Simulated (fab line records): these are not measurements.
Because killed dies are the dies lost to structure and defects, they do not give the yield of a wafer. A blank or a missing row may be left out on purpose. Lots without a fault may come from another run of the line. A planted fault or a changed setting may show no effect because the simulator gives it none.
Problem report, 8D (eight disciplines) form, completed by code ; flow gf180mcu ; the parts of the form that need people (team, actions taken, sign-off) are left out

## 1. WHAT WENT WRONG
At GF_MVPSD_SOFTBAKE_03, plate_temp_C averages 112.36 C over 6 wafers from 2 lots, while fault-free wafers read 110.02 C, standard deviation 0.14. That is +17 standard deviations from the usual mean.
First seen on wafer L742.3, day 8 23:49, on litho_track-03. At this step, 33 wafers from 11 lots have a number in the record. By rule, "out" or "out of limits" means more than 4 standard deviations away from the usual mean. The other wafers with a number count as sound.

## 2. WHAT IT IS, AND WHAT IT ISN'T
question;is;is not
which readings at this step;plate_temp_C, heater_power_total_W;-
which lots;L742, L743;L727, L728, L729, L732, L734, L739, L740, L741, L745
which wafers of those lots;all that have a number;-
read on which tools;litho_track-03;litho_track-02, litho_track-04
when;from day 8 23:49;"up to then (24 sound wafers); but 3 sound wafers of L745 came after"

## 3. WHAT RULES OUT EACH SUSPECT
Counting: a tool at any process step up to the reading remains a suspect when it ran all the lots that are out and ran no sound lot after the first of those.
- litho_track-03 at GF_MVPSD_SOFTBAKE_03: kept. It ran every lot that is out, first L742 (day 8 23:49), and no sound lot after that; its last sound lot up to then is L740 (day 8 13:00). Out on those wafers are its own readings of heater_power_total_W, plate_temp_C.
The count leaves litho_track-03 at GF_MVPSD_SOFTBAKE_03.

## 4. THE CAUSE (what the simulator had put in)
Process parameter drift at GF_MVPSD_SOFTBAKE_03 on litho_track-03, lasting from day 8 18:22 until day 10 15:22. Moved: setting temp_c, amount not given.
This tool alone remained once counting was done.

## 5. THE CHAIN OF EFFECTS, in route order
Each row: a reading whose mean over the struck wafers that have a number lies more than 3 standard deviations from the usual. Scope: only readings with a usual standard deviation given in the record; hours: median across lots of the time from each lot's start at the first step in this table that gives one to its start at this step; sigmas: change in usual standard deviations.
hours;step;reading;usual;on struck wafers;change;sigmas
0;GF_MVPSD_SOFTBAKE_03;heater_power_total_W;65.31 W;67.23;+1.92;+15
0;GF_MVPSD_SOFTBAKE_03;plate_temp_C;110.02 C;112.36;+2.34;+17
9;GF_MVPSD_STRIP_10;strip_time_to_endpoint_s;37.00 s;36.65;-0.35;-3.2
Its process steps:
- GF_MVPSD_SOFTBAKE_03
- GF_MVPSD_STRIP_10: strips in O2/N2.
At these later measuring or inspecting steps, every struck wafer for which the step has a row has a number for every such reading, and none has moved that far: GF_CONTACT_THK_MEAS_26.

## 6. WHAT WOULD HAVE CAUGHT IT SOONER
In this record no reading fell out of limits until day 8 23:49, 5 hours after the fault had begun at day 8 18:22.
